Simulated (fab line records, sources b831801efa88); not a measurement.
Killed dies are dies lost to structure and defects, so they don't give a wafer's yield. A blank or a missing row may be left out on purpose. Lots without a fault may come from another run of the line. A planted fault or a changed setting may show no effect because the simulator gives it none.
Tool commonality check | flow gf180mcu | 12 lots, 36 wafers sampled

WHY IT WAS OPENED
At GF_HV_LDD_THK_MEAS_57 the reading HV_LDD_CVD_56_THK is flagged on 2 of 12 lots. Wafers without a fault read 90.5 nm, standard deviation 0.84.
Rule: a lot is flagged when every wafer of it that has a number lies more than 4 standard deviations from that mean, or none has a number. The other lots count as sound.

lot  | measured     | on            | HV_LDD_CVD_56_THK (nm), wafer by wafer | flag
L819 | day 12 08:55 | film_metro-02 | 91.1 90.9 90.8                         |
L822 | day 13 09:44 | film_metro-01 | 90.6 89.8 91.1                         |
L823 | day 13 21:14 | film_metro-02 | 91.2 91.9 91.9                         |
L824 | day 14 03:50 | film_metro-01 | 90.7 91.4 91.4                         |
L827 | day 15 08:59 | film_metro-03 | 89.0 89.7 88.9                         |
L829 | day 16 04:21 | film_metro-03 | 91.9 91.4 91.9                         |
L831 | day 16 16:08 | film_metro-03 | 89.5 89.3 89.6                         |
L832 | day 17 01:36 | film_metro-01 | 85.1 84.7 85.2                         | FLAGGED
L833 | day 17 09:13 | film_metro-01 | 90.6 89.5 89.0                         |
L835 | day 17 22:41 | film_metro-03 | 90.1 89.8 89.8                         |
L834 | day 17 23:35 | film_metro-01 | 86.6 86.3 86.6                         | FLAGGED
L842 | day 20 07:16 | film_metro-01 | 90.4 90.2 90.9                         |
The numbers of the flagged lots are 85.8 nm on average: -4.8 nm against the usual, or -6 standard deviations.

WHICH TOOL RAN EACH LOT
The record holds 2 process steps before the reading, out of a route of 602 steps. In each cell: the tool, then ch and the chambers that the sampled wafers went through, then the start.
lot  | flag    | GF_VT_IMPLANT_RTA_45             | GF_HV_LDD_CVD_56
L819 |         | rtp_anneal-01 ch 0, day 7 12:02  | lpcvd-02 ch 1, day 12 07:28
L822 |         | rtp_anneal-01 ch 0, day 8 09:49  | lpcvd-02 ch 1, day 13 08:18
L823 |         | rtp_anneal-01 ch 0, day 8 19:13  | lpcvd-01 ch 0, day 13 19:48
L824 |         | rtp_anneal-01 ch 0, day 8 21:28  | lpcvd-02 ch 0, day 14 02:24
L827 |         | rtp_anneal-02 ch 0, day 9 18:19  | lpcvd-02 ch 0, day 15 07:34
L829 |         | rtp_anneal-01 ch 0, day 10 12:20 | lpcvd-02 ch 1, day 16 02:12
L831 |         | rtp_anneal-01 ch 0, day 10 21:43 | lpcvd-02 ch 0, day 16 14:42
L832 | FLAGGED | rtp_anneal-02 ch 0, day 11 05:59 | lpcvd-02 ch 0, day 17 00:09
L833 |         | rtp_anneal-02 ch 0, day 11 10:46 | lpcvd-01 ch 0, day 17 07:47
L835 |         | rtp_anneal-01 ch 0, day 11 22:58 | lpcvd-01 ch 0, day 17 21:15
L834 | FLAGGED | rtp_anneal-02 ch 0, day 11 19:38 | lpcvd-02 ch 1, day 17 22:09
L842 |         | rtp_anneal-02 ch 0, day 14 01:13 | lpcvd-01 ch 1, day 20 05:51
What these steps do:
- GF_VT_IMPLANT_RTA_45: time 30 s.
- GF_HV_LDD_CVD_56: deposits Si3N4 from DCS/NH3, target thk 90 nm, time 1543 s.
- GF_HV_LDD_THK_MEAS_57

FLAGGED OVER TOTAL, TOOL BY TOOL (the gauges that took the reading come last)
step                  | tool          | lots run | flagged | share of the flagged lots | sound lots run after its first flagged lot
GF_VT_IMPLANT_RTA_45  | rtp_anneal-01 | 7        | 0       | none                      | -
GF_VT_IMPLANT_RTA_45  | rtp_anneal-02 | 5        | 2       | all                       | 2 (L833,L842)
GF_HV_LDD_CVD_56      | lpcvd-01      | 4        | 0       | none                      | -
GF_HV_LDD_CVD_56      | lpcvd-02      | 8        | 2       | all                       | 0
GF_HV_LDD_THK_MEAS_57 | film_metro-01 | 6        | 2       | all                       | 2 (L833,L842)
GF_HV_LDD_THK_MEAS_57 | film_metro-02 | 2        | 0       | none                      | -
GF_HV_LDD_THK_MEAS_57 | film_metro-03 | 4        | 0       | none                      | -

WHAT THE TABLE ALLOWS
3 rows of the table ran every flagged lot: rtp_anneal-02 at GF_VT_IMPLANT_RTA_45, lpcvd-02 at GF_HV_LDD_CVD_56, film_metro-01 at GF_HV_LDD_THK_MEAS_57.
- rtp_anneal-02 at GF_VT_IMPLANT_RTA_45: 2 of its 5 lots flagged. Sound lots ran on it after the first flagged one (L833, L842), which a lasting fault on the whole tool wouldn't allow.
- lpcvd-02 at GF_HV_LDD_CVD_56: 2 of its 8 lots flagged. Its last sound lot is L831 (day 16 14:42), its first flagged lot L832 (day 17 00:09): a fault that began between those two fits.
- film_metro-01 at GF_HV_LDD_THK_MEAS_57: 2 of its 6 lots flagged. Sound lots ran on it after the first flagged one (L833, L842), which a lasting fault on the whole tool wouldn't allow.
One tool is left: lpcvd-02 at GF_HV_LDD_CVD_56.

WHAT THE SIMULATOR HAD PUT IN
Process parameter drift: lpcvd-02, from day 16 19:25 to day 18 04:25, at GF_HV_LDD_CVD_56. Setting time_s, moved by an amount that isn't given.
Lots struck among those shown: L832, L834. The rule above found the same.
